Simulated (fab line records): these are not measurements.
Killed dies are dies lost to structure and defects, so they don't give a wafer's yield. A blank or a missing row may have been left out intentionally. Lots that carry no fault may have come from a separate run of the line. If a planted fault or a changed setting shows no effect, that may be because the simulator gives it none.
fab line records    flow sky130
[record] lots = 12  wafers = 36  lastDay = 50
route steps=708 shown VT_ADJUST_PCH@151 SD_N@358 VIA1@470
lots with no fault: from the same line, run without faults
startH: the number of hours between the record's first day and the start of the first shown wafer of the lot    waitH: hours from the lot's prior step to this one    " the same as in the row above    L1.1+2: a row that stands for several wafers    - no value, or no start was given    * or withheld: withheld    < > ~ a bound
route shown NAME@n: NAME is a module with steps in the file, n the number in the route of the first one    usual: mean and standard deviation over wafers with no fault    same: alike in all rows    chamber/n: place in a boat    sites: the reading at each site    _std_site: their standard deviation    _edge_site: the outer-site mean with the inner-site mean subtracted    radiusMm: how far each site lies from the wafer's centre    mask NAME#n: copy n    behind: the last tool/chamber to shape the wafer    hold: what put the lot on hold/how long, in hours/how the hold closed    device: which transistor (n, p or np) failed to switch    end of line: tests of these same wafers at the route's end    a step without rows: its recipe alone    killed: not the wafer's yield, but the dies lost to structure and defects at the first sort    map: shows each die of a wafer: x if killed, . if not, _ if none is there
set.NAME: the run value of the setting; set.NAME@STEP: its run value at that earlier step    model.NAME: the simulator's own value behind a step, which no gauge read
steps of the route over a sample of lots; a table a step, a row a wafer
services: a tool's chamber out of use, with start hour (startH, from the record's first day; less than 0 if before it), hours out, and reason
[[steps]]
[step SKY_VT_ADJUST_PCH_IMPLANT_08]
[recipe] species = B  energyKev = 10  doseCm2 = 5e+11  tiltDeg = withheld
[usual] doseIonsCm2 = 4.999e+11/5.7e+08  faradayCurrentUA = 2.82/0.064
lot.wafer  tool          chamber  startH  waitH  doseIonsCm2  faradayCurrentUA
L255.1     implanter-02  0        226.05  0.0    5.004e+11    2.76
L255.2     "             0        "       "      4.989e+11    2.81
L255.3     "             0        "       "      4.996e+11    2.76
L256.3     implanter-01  0        235.45  0.1    4.998e+11    2.85
L256.4     "             0        "       "      4.99e+11     2.96
L256.5     "             0        "       "      4.998e+11    2.82
L257.1     implanter-02  0        241.29  0.0    4.988e+11    2.85
L257.3     "             0        "       "      4.993e+11    2.77
L257.4     "             0        "       "      4.985e+11    2.84
L261.1     implanter-02  0        276.65  0.0    6.623e+11    3.61
L261.2     "             0        "       "      6.621e+11    3.67
L261.5     "             0        "       "      6.623e+11    3.69
L263.1     implanter-02  0        306.60  0.0    6.619e+11    3.75
L263.3     "             0        "       "      6.625e+11    3.64
L263.5     "             0        "       "      6.623e+11    3.72
L266.2     implanter-03  0        319.32  0.0    5.003e+11    2.90
L266.3     "             0        "       "      4.994e+11    2.80
L266.6     "             0        "       "      4.993e+11    2.89
L270.1     implanter-03  0        346.85  0.0    4.996e+11    2.88
L270.3     "             0        "       "      5e+11        2.68
L270.5     "             0        "       "      4.999e+11    2.83
L272.2     implanter-02  0        367.37  0.0    4.993e+11    2.80
L272.3     "             0        "       "      5.002e+11    2.81
L272.6     "             0        "       "      5.002e+11    2.83
L273.1     implanter-03  0        374.30  0.0    4.999e+11    2.68
L273.3     "             0        "       "      5e+11        2.77
L273.4     "             0        "       "      4.998e+11    2.74
L274.3     implanter-03  0        375.30  0.1    4.995e+11    2.91
L274.4     "             0        "       "      4.991e+11    2.84
L274.6     "             0        "       "      4.989e+11    2.80
L276.1     implanter-02  0        392.55  0.0    4.995e+11    2.86
L276.3     "             0        "       "      4.995e+11    2.77
L276.5     "             0        "       "      5.007e+11    2.85
L277.2     implanter-03  0        402.07  0.0    4.998e+11    2.63
L277.3     "             0        "       "      5.007e+11    2.93
L277.6     "             0        "       "      5e+11        2.87
[step SKY_VT_ADJUST_PCH_TW_MEAS_10]
[usual] VT_ADJUST_PCH_TW = 143.2/1.1
lot.wafer  tool          chamber  startH  waitH  VT_ADJUST_PCH_TW
L255.1     filmMetro-01  -        226.30  0.1    143.4
L255.2     "             -        "       "      143.1
L255.3     "             -        "       "      143.0
L256.3     filmMetro-03  -        235.67  0.1    145.2
L256.4     "             -        "       "      144.9
L256.5     "             -        "       "      144.8
L257.1     filmMetro-02  -        241.54  0.1    143.1
L257.3     "             -        "       "      143.2
L257.4     "             -        "       "      142.9
L261.1     filmMetro-01  -        276.90  0.1    152.8
L261.2     "             -        "       "      153.1
L261.5     "             -        "       "      153.2
L263.1     filmMetro-03  -        306.85  0.1    156.5
L263.3     "             -        "       "      155.6
L263.5     "             -        "       "      156.5
L266.2     filmMetro-01  -        319.56  0.1    142.4
L266.3     "             -        "       "      141.8
L266.6     "             -        "       "      142.8
L270.1     filmMetro-03  -        347.10  0.1    144.4
L270.3     "             -        "       "      144.4
L270.5     "             -        "       "      144.8
L272.2     filmMetro-03  -        367.61  0.1    144.7
L272.3     "             -        "       "      143.8
L272.6     "             -        "       "      144.1
L273.1     filmMetro-03  -        374.55  0.1    144.5
L273.3     "             -        "       "      144.6
L273.4     "             -        "       "      144.2
L274.3     filmMetro-01  -        375.52  0.1    142.1
L274.4     "             -        "       "      142.1
L274.6     "             -        "       "      142.1
L276.1     filmMetro-03  -        392.80  0.1    143.9
L276.3     "             -        "       "      144.1
L276.5     "             -        "       "      143.8
L277.2     filmMetro-01  -        402.31  0.1    142.0
L277.3     "             -        "       "      142.4
L277.6     "             -        "       "      142.3
[step SKY_SD_N_RS_MEAS_16]
[recipe] thkMeasGauge = four-point-probe
[usual] SD_N_RS = 68.52/0.12
lot.wafer  tool          chamber  startH  waitH  SD_N_RS[ohm/sq]
L255.1     filmMetro-02  -        642.60  0.1    68.64
L255.2     "             -        "       "      68.52
L255.3     "             -        "       "      68.56
L256.3     filmMetro-03  -        654.75  0.1    68.47
L256.4     "             -        "       "      68.44
L256.5     "             -        "       "      68.49
L257.1     filmMetro-03  -        662.54  0.1    68.55
L257.3     "             -        "       "      68.57
L257.4     "             -        "       "      68.23
L261.1     filmMetro-02  -        702.51  0.1    68.84
L261.2     "             -        "       "      68.67
L261.5     "             -        "       "      68.49
L263.1     filmMetro-02  -        742.95  0.1    68.51
L263.3     "             -        "       "      68.58
L263.5     "             -        "       "      68.82
L266.2     filmMetro-02  -        750.27  0.1    68.57
L266.3     "             -        "       "      68.63
L266.6     "             -        "       "      68.48
L270.1     filmMetro-03  -        775.30  0.1    68.53
L270.3     "             -        "       "      68.56
L270.5     "             -        "       "      68.36
L272.2     filmMetro-02  -        798.56  0.1    68.60
L272.3     "             -        "       "      68.39
L272.6     "             -        "       "      68.54
L273.1     filmMetro-01  -        799.74  0.1    68.50
L273.3     "             -        "       "      68.46
L273.4     "             -        "       "      68.39
L274.3     filmMetro-01  -        801.19  0.1    68.42
L274.4     "             -        "       "      68.42
L274.6     "             -        "       "      68.53
L276.1     filmMetro-02  -        817.19  0.1    68.49
L276.3     "             -        "       "      68.72
L276.5     "             -        "       "      68.52
L277.2     filmMetro-01  -        827.01  0.1    68.57
L277.3     "             -        "       "      68.51
L277.6     "             -        "       "      68.43
[step SKY_VIA1_CD_MEAS_12]
[recipe] targetCdNm = 150
[usual] cdNm = 150.0/1.5
lot.wafer  tool      chamber  startH  waitH  cdNm
L255.1     cdSem-01  -        789.75  -      152.3
L255.2     "         -        "       "      153.6
L255.3     "         -        "       "      151.6
L256.3     cdSem-02  -        801.45  -      149.5
L256.4     "         -        "       "      148.2
L256.5     "         -        "       "      147.2
L257.1     cdSem-02  -        808.40  -      148.0
L257.3     "         -        "       "      150.1
L257.4     "         -        "       "      150.3
L261.1     cdSem-01  -        846.05  -      150.0
L261.2     "         -        "       "      149.0
L261.5     "         -        "       "      150.1
L263.1     cdSem-01  -        884.00  -      150.7
L263.3     "         -        "       "      150.3
L263.5     "         -        "       "      149.2
L266.2     cdSem-01  -        891.98  -      148.5
L266.3     "         -        "       "      149.5
L266.6     "         -        "       "      150.0
L270.1     cdSem-01  -        914.10  -      150.9
L270.3     "         -        "       "      148.9
L270.5     "         -        "       "      150.8
L272.2     cdSem-01  -        935.33  -      150.1
L272.3     "         -        "       "      149.8
L272.6     "         -        "       "      152.3
L273.1     cdSem-01  -        936.01  -      150.5
L273.3     "         -        "       "      151.4
L273.4     "         -        "       "      148.3
L274.3     cdSem-01  -        936.70  -      152.8
L274.4     "         -        "       "      153.7
L274.6     "         -        "       "      153.1
L276.1     cdSem-01  -        952.88  -      150.9
L276.3     "         -        "       "      150.9
L276.5     "         -        "       "      150.8
L277.2     cdSem-01  -        961.35  -      149.6
L277.3     "         -        "       "      150.4
L277.6     "         -        "       "      149.0
[step SKY_VIA1_ETCH_14]
[recipe] chemistry = N2/H2  target = BARC  ionEnergyEv = 200  sourceW = 500  biasW = 100  pressureMtorr = 30  n2FlowSccm = 100  h2FlowSccm = 200  stopOn = SiO2  timeS = 45.9  targetDepthA = 600
[usual] chamberPressureMTorr = 30.00/0.03  drypumpMotorCurrentA = 5.8/0.38  n2FlowSccm = 100.00/0.3  oesProductAu = 0.856/0.0052  rfFwdPowerW = 494.6/1.8  throttleValvePct = 13.224/0.0094
lot.wafer  tool        chamber  startH  waitH  chamberPressureMTorr  drypumpMotorCurrentA  n2FlowSccm  oesProductAu  rfFwdPowerW  rfHoursCounterH  throttleValvePct
L255.1     rieDiel-04  3        789.91  0.0    30.01                 5.7                   99.94       0.852         498.3        20               13.234
L255.2     "           2        "       "      30.07                 6.2                   99.83       0.848         495.1        5                13.217
L255.3     "           0        "       "      29.94                 5.7                   99.80       0.850         491.9        0                13.230
L256.3     rieDiel-02  1        801.56  0.0    29.99                 5.8                   100.26      0.856         492.8        13               13.215
L256.4     "           2        "       "      30.00                 6.5                   100.27      0.858         491.1        14               13.220
L256.5     "           2        "       "      30.00                 6.5                   99.66       0.856         494.1        -                13.228
L257.1     rieDiel-03  1        808.56  0.0    29.99                 6.2                   99.83       0.859         493.2        14               13.249
L257.3     "           2        "       "      29.99                 5.7                   99.75       0.858         492.4        11               13.224
L257.4     "           0        "       "      29.95                 5.1                   99.43       0.856         494.7        3                13.210
L261.1     rieDiel-03  2        846.21  0.0    29.96                 5.7                   100.09      0.857         491.1        12               13.235
L261.2     "           3        "       "      29.97                 5.6                   99.95       0.859         495.8        21               13.228
L261.5     "           2        "       "      30.05                 5.8                   100.09      0.850         492.4        -                13.236
L263.1     rieDiel-03  2        884.16  0.0    29.99                 5.7                   99.63       0.853         493.9        13               13.205
L263.3     "           0        "       "      29.98                 5.1                   99.74       0.856         495.0        5                13.229
L263.5     "           0        "       "      29.93                 5.1                   99.92       0.854         496.7        -                13.232
L266.2     rieDiel-02  3        892.11  0.0    30.02                 5.7                   99.79       0.854         495.2        6                13.236
L266.3     "           2        "       "      30.00                 6.5                   99.88       0.868         492.0        18               13.228
L266.6     "           3        "       "      29.98                 5.7                   100.07      0.859         496.1        -                13.230
L270.1     rieDiel-04  1        914.26  0.0    29.97                 6.1                   99.63       0.856         494.6        11               13.232
L270.3     "           2        "       "      30.03                 6.2                   99.71       0.852         493.5        8                13.225
L270.5     "           0        "       "      29.99                 5.7                   99.53       0.859         493.6        -                13.219
L272.2     rieDiel-03  2        935.47  0.0    30.01                 5.7                   100.14      0.846         496.3        14               13.229
L272.3     "           3        "       "      30.01                 5.6                   99.87       0.855         493.4        23               13.235
L272.6     "           2        "       "      30.01                 5.7                   100.24      0.856         491.6        -                13.226
L273.1     rieDiel-02  3        936.17  0.0    30.04                 5.8                   100.22      0.852         493.6        8                13.215
L273.3     "           1        "       "      30.02                 5.8                   100.38      0.858         493.5        17               13.231
L273.4     "           0        "       "      29.97                 5.2                   100.02      0.850         493.8        25               13.223
L274.3     rieDiel-02  0        936.81  0.0    30.03                 5.2                   100.12      0.856         493.6        25               13.232
L274.4     "           1        "       "      30.03                 5.8                   99.61       0.854         494.9        17               13.218
L274.6     "           3        "       "      30.00                 5.7                   99.80       0.851         494.4        -                13.223
L276.1     rieDiel-03  1        953.03  0.0    30.03                 6.2                   100.09      0.853         494.8        19               13.220
L276.3     "           0        "       "      29.99                 5.1                   100.12      0.853         496.3        7                13.229
L276.5     "           1        "       "      30.01                 6.3                   100.24      0.853         494.0        -                13.241
L277.2     rieDiel-04  1        961.48  0.0    30.02                 6.1                   100.44      0.855         496.0        12               13.236
L277.3     "           0        "       "      29.97                 5.7                   100.20      0.853         494.7        5                13.232
L277.6     "           0        "       "      30.02                 5.8                   99.59       0.867         495.7        -                13.225
[[services]]
tool          chamber  startH  hours  kind
rieDiel-03    3        259.49  9.6    repair
rieDiel-02    -        270.88  2.8    pm
rieDiel-02    0        274.09  10.8   repair
rieDiel-03    -        298.55  0.8    repair
rieDiel-03    0        316.87  3.5    repair
rieDiel-02    1        321.74  3.2    repair
implanter-03  -        339.00  5.5    repair
rieDiel-03    3        381.90  9.2    repair
rieDiel-03    -        427.63  14.6   pm
implanter-03  -        507.95  12.7   repair
implanter-03  -        521.48  3.8    repair
implanter-02  -        588.16  3.8    pm
implanter-03  -        610.84  23.2   repair
implanter-03  -        655.44  3.9    pm
rieDiel-03    2        694.78  5.4    repair
rieDiel-03    2        720.69  5.6    repair
rieDiel-03    0        756.62  5.5    repair
implanter-03  -        788.78  2.7    repair
implanter-02  -        808.80  3.3    pm
implanter-02  -        833.62  2.1    repair
implanter-02  -        834.66  1.7    repair
implanter-02  -        871.46  7.7    repair
rieDiel-03    -        905.88  0.6    repair
rieDiel-03    3        918.45  7.8    repair
[[key]]
[firstSign] step = SKY_VT_ADJUST_PCH_IMPLANT_08  reading = doseIonsCm2  direction = up  sigmas = 99+  usual = *  struck = *
[effect] step = SKY_VT_ADJUST_PCH_IMPLANT_08  reading = faradayCurrentUA  direction = up  sigmas = 13  usual = 2.82  struck = 3.68
[effect] step = SKY_VT_ADJUST_PCH_TW_MEAS_10  reading = VT_ADJUST_PCH_TW  direction = up  sigmas = 10  usual = 143.2  struck = 154.6
metAt SKY_VT_ADJUST_PCH_IMPLANT_08
struckLots L261,L263
testerLeftOut L261,L263
notActingAt SKY_SD_N_RS_MEAS_16,SKY_VIA1_CD_MEAS_12,SKY_VIA1_ETCH_14
onsetBetween 241.29 276.65
[fault] kind = processParameterDrift  tool = implanter-02  chamber = -  onsetH = 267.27  steps = SKY_VT_ADJUST_PCH_IMPLANT_08  channel = doseCm2  offset = *  shape = step  endH = 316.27  actsIn = *  stated = *
// testerLeftOut: of these lots the tester's yield and bins aren't shown, on N5 and GAA mostly nor the transistor test; their killed dies are dies lost to structure and defects alone, not to doping, threshold or leakage, so they don't give the yield
